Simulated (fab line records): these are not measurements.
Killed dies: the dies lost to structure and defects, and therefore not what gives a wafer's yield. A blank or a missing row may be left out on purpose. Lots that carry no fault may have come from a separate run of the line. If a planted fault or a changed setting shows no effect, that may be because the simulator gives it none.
Struck lot and sound lot, side by side | flow sky130 | 22 out of 708 route steps
Sound: wafers L378.2, L378.5, L378.6. Wafers L389.4, L389.5, L389.6 were the ones struck. The cause is named last.
Order at every step that has rows: each side's tool, ch and its chambers, its first start. Under that, the readings that differ: sound wafers | struck wafers | difference of the means | sigmas: that difference in standard deviations of wafers without a fault.
alike: words and numbers the same on both sides, and readings whose means are apart by under 2 such deviations; not compared: readings that were withheld, readings missing a value for some wafer, numbers with overlapping values and no deviation given by the record, and bounds like >300 which may hide the same value.
The two part at a step that has a row with sigmas, a row that says differs or no value, or rows on one side only. Numbers that have no deviation but don't overlap get no sigmas and don't part them. A reading missing from all wafers of one side parts the sides only when that side holds two or more wafers.

first, 4 steps without rows for these wafers: SKY_PWDE_SOFTBAKE_03; SKY_PWDE_EXPOSE_04 (exposes mask PWDEM, target cd 840 nm); SKY_PWDE_PEB_05; SKY_PWDE_DEVELOP_06 (develop time 60 s).
SKY_PWDE_OVL_MEAS_07:
  sound on overlay-01, day 4 19:40; struck on overlay-01, day 7 08:16
  alike: PWDE_OVL
then, 1 step without rows for these wafers: SKY_PWDE_IMPLANT_08.
SKY_PWDE_STRIP_09: strips in O2/N2.
  sound on plasmaAsher-02 ch 0,1, day 4 19:50; struck on plasmaAsher-03 ch 0,1, day 7 08:28
  alike: drypumpMotorCurrentA, oesProductAu, stripTimeToEndpointS
  not compared: rfHoursCounterH
SKY_PWDE_TW_MEAS_10:
  sound on filmMetro-03, day 4 19:57; struck on filmMetro-03, day 7 08:34
  alike: PWDE_TW
then, 4 steps without rows for these wafers: SKY_NWELL_DEHYDRATE_03 (time 60 s); SKY_NWELL_HMDS_04 (prime time 60 s); SKY_NWELL_COAT_05 (resist thk 2947 nm); SKY_NWELL_SOFTBAKE_06.
SKY_NWELL_EXPOSE_07: exposes mask NWM, target cd 840 nm.
  sound on ilineStepper-02 ch 0, day 5 04:44; struck on ilineStepper-02 ch 0, day 7 18:58
reading | sound             | struck                  | difference | sigmas
mask    | NWM#0 NWM#0 NWM#0 | HVTPM#0 HVTPM#0 HVTPM#0 | differs    | 
then, 2 steps without rows for these wafers: SKY_NWELL_PEB_08; SKY_NWELL_DEVELOP_09 (develop time 60 s).
SKY_NWELL_OVL_MEAS_10:
  sound on overlay-02, day 5 13:27; struck on overlay-01, day 8 05:19
reading           | sound         | struck | difference                    | sigmas
NWELL_00_OVL (nm) | -0.8 -0.4 0.3 | - - -  | no value on the struck wafers | 
then, 3 steps without rows for these wafers: SKY_NWELL_IMPLANT_11; SKY_NWELL_IMPLANT_12; SKY_NWELL_IMPLANT_13.
SKY_NWELL_STRIP_14: strips in O2/N2.
  sound on plasmaAsher-04 ch 0,1, day 5 13:56; struck on plasmaAsher-01 ch 0,1, day 8 05:52
  alike: drypumpMotorCurrentA, oesProductAu, stripTimeToEndpointS
  not compared: rfHoursCounterH
SKY_NWELL_TW_MEAS_15:
  sound on filmMetro-01, day 5 14:02; struck on filmMetro-01, day 8 05:58
reading  | sound          | struck   | difference | sigmas
NWELL_TW | 1836 1834 1835 | 31 31 30 | -1804      | -99 or more
then, 1 step without rows for these wafers: SKY_NWELL_DEHYDRATE_16 (time 60 s).

## WHERE THEY PART
Last at SKY_NWELL_TW_MEAS_15 as far as this record goes, first at SKY_NWELL_EXPOSE_07.

WHY: what the simulator had put in
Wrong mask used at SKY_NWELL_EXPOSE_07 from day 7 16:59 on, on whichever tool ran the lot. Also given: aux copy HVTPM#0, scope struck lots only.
